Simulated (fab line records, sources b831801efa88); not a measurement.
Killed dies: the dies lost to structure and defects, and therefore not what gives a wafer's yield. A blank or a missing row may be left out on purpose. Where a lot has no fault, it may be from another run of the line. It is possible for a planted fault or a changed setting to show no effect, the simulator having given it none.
Struck lot and sound lot, side by side	flow gf180mcu	16 out of 602 route steps
Sound: these wafers, L736.3, L736.5, L736.6. Wafers struck: L747.1, L747.3, L747.4. The cause comes at the end.
Per side, at each step with rows, come the tool, then ch with its chambers, and then its first start. Under that, the readings that differ: sound wafers	struck wafers	difference of the means	sigmas: that difference in standard deviations of wafers without a fault.
alike: same words and numbers on both sides, and readings whose means sit less than 2 such deviations apart. not compared: any withheld reading, any reading some wafer has no value for, any bound like >300 that may hide the same value, and any number with overlapping values for which the record gives no deviation.
The two part at a step that has a row with sigmas, a row that says differs or no value, or rows on one side only. Numbers that don't overlap but have no deviation are shown without sigmas and don't part them. A reading that every wafer of one side lacks parts them only if that side has two wafers or more.

first, 4 steps without rows for these wafers: GF_HV_LDD_IMPLANT_33; GF_HV_LDD_IMPLANT_34; GF_HV_LDD_IMPLANT_35; GF_HV_LDD_IMPLANT_36.
GF_HV_LDD_STRIP_37: strips in O2/N2.
  sound on plasmaAsher-03 ch 0,1, day 13 01:36; struck on plasmaAsher-01 ch 0,1, day 16 22:04
reading	sound	struck	difference	sigmas
heaterPowerW (W)	288 290 328	348 316 347	+35	+2
  alike: chamberPressureMTorr, drypumpMotorCurrentA, oesProductAu, stripTimeToEndpointS
  not compared: rfHoursCounterH
GF_HV_LDD_TW_MEAS_38:
  sound on filmMetro-04, day 13 01:41; struck on filmMetro-04, day 16 22:10
  alike: HV_LDD_3_TW
then, 6 steps without rows for these wafers: GF_HV_LDD_DEHYDRATE_39 (time 60 s); GF_HV_LDD_HMDS_40 (prime time 60 s); GF_HV_LDD_COAT_41 (resist thk 1000 nm); GF_HV_LDD_SOFTBAKE_42 (time 60 s); GF_HV_LDD_EXPOSE_43 (exposes mask Pplus HV AREA, target cd 400 nm); GF_HV_LDD_PEB_44.
GF_HV_LDD_DEVELOP_45: develop time 60 s.
  sound on lithoTrack-01 ch 0, day 13 21:49; struck on lithoTrack-04 ch 0, day 17 20:49
reading	sound	struck	difference	sigmas
developerTempC (C)	22.95 22.98 22.93	20.52 20.62 20.44	-2.43	-25
GF_HV_LDD_CD_MEAS_46 targets a cd of 400 nm.
  sound on cdSem-02, day 13 21:57; struck on cdSem-02, day 17 21:15
reading	sound	struck	difference	sigmas
cdNm (nm)	401.9 400.5 402.6	410.6 410.2 407.9	+7.9	+4
  not compared: hold
GF_HV_LDD_OVL_MEAS_47:
  sound on overlay-02, day 13 22:03; struck on overlay-01, day 18 00:50
reading	sound	struck	difference	sigmas
hold	- - -	awaitDispo/3.5h/release awaitDispo/3.5h/release awaitDispo/3.5h/release	no value on the sound wafers	
  alike: HV_LDD_03_OVL
next, for these wafers, 1 step has no rows: GF_PASSIVATION_PROBE_99.

WHERE THEY PART
First at GF_HV_LDD_STRIP_37; last, within this record, at GF_HV_LDD_OVL_MEAS_47.

WHY: what had been put in by the simulator
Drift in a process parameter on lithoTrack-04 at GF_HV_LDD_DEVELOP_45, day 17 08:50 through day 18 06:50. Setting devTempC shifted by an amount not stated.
